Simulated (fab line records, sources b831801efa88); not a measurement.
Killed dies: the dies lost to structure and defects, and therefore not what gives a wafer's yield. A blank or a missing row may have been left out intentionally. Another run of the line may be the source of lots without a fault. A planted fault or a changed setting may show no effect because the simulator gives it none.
Problem report, 8D (eight disciplines) form, completed by code + flow sky130 + the parts of the form that need people (team, actions taken, sign-off) are left out

1. WHAT IS WRONG
Wafers without a fault read 48.4 s with a standard deviation of 2.2, while run_length_s at SKY_SONOS_TUNNEL_CLEAN_13 averages 33.8 s across 3 wafers of 1 lot. That puts it -6.6 standard deviations away from the usual mean.
The step: cleans in dHF, time 20 s.
First seen on wafer L533.1, day 18 21:39, on wet_bench-02. At this step, 39 wafers from 13 lots have a number in the record. Rule for "out" (also "out of limits"): further than 4 standard deviations from the usual mean. All remaining wafers that have a number are taken as sound.

2. WHAT IT IS; WHAT IT IS NOT
| question                    | is                     | is not                                                                    |
|-----------------------------|------------------------|---------------------------------------------------------------------------|
| which readings at this step | run_length_s           | -                                                                         |
| which lots                  | L533                   | L512, L513, L514, L515, L517, L518, L520, L522, L523, L531, L534, L535    |
| which wafers of those lots  | all that have a number | -                                                                         |
| read on which tools         | wet_bench-02           | wet_bench-03, wet_bench-04                                                |
| when                        | from day 18 21:39      | up to then (30 sound wafers); but 6 sound wafers of L534, L535 came after |

3. WHAT RULES OUT EACH SUSPECT
Counting: a tool at any process step up to the reading remains a suspect when it ran all the lots that are out and ran no sound lot after the first of those.
- wet_bench-02 at SKY_SONOS_TUNNEL_CLEAN_13 (cleans in dHF, time 20 s): kept. It ran the lot that is out, L533 (day 18 21:39), and no sound lot after that; its last sound lot up to then is L523 (day 15 12:05). Its own readings are out on those wafers: run_length_s.
After counting, what remains is wet_bench-02 at SKY_SONOS_TUNNEL_CLEAN_13.

4. THE CAUSE (what the simulator had put in)
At SKY_SONOS_TUNNEL_CLEAN_13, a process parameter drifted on wet_bench-02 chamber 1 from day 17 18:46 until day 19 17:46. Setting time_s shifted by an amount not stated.
Counting left only this tool.

5. THE CHAIN OF EFFECTS, in route order
Each row: a reading where the mean over the struck wafers with a number is more than 3 standard deviations away from the usual. Scope: only readings with a usual standard deviation given in the record; hours: median across lots of the time from each lot's start at the first step in this table that gives one to its start at this step; sigmas: change in usual standard deviations.
| hours | step                      | reading      | usual  | on struck wafers | change | sigmas |
|-------|---------------------------|--------------|--------|------------------|--------|--------|
| 0     | SKY_SONOS_TUNNEL_CLEAN_13 | run_length_s | 48.4 s | 33.8             | -14.6  | -6.6   |
Process steps it contains:
- SKY_SONOS_TUNNEL_CLEAN_13: cleans in dHF, time 20 s.
At these later measuring or inspecting steps, every struck wafer for which the step has a row has a number for every such reading, and none has moved that far: SKY_POLY_CUT_CD_MEAS_08, SKY_VIA2_OVL_MEAS_13.

6. WHAT WOULD HAVE CAUGHT IT SOONER
27 hours passed between the start of the fault at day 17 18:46 and the first reading out of limits in this record, taken at day 18 21:39.
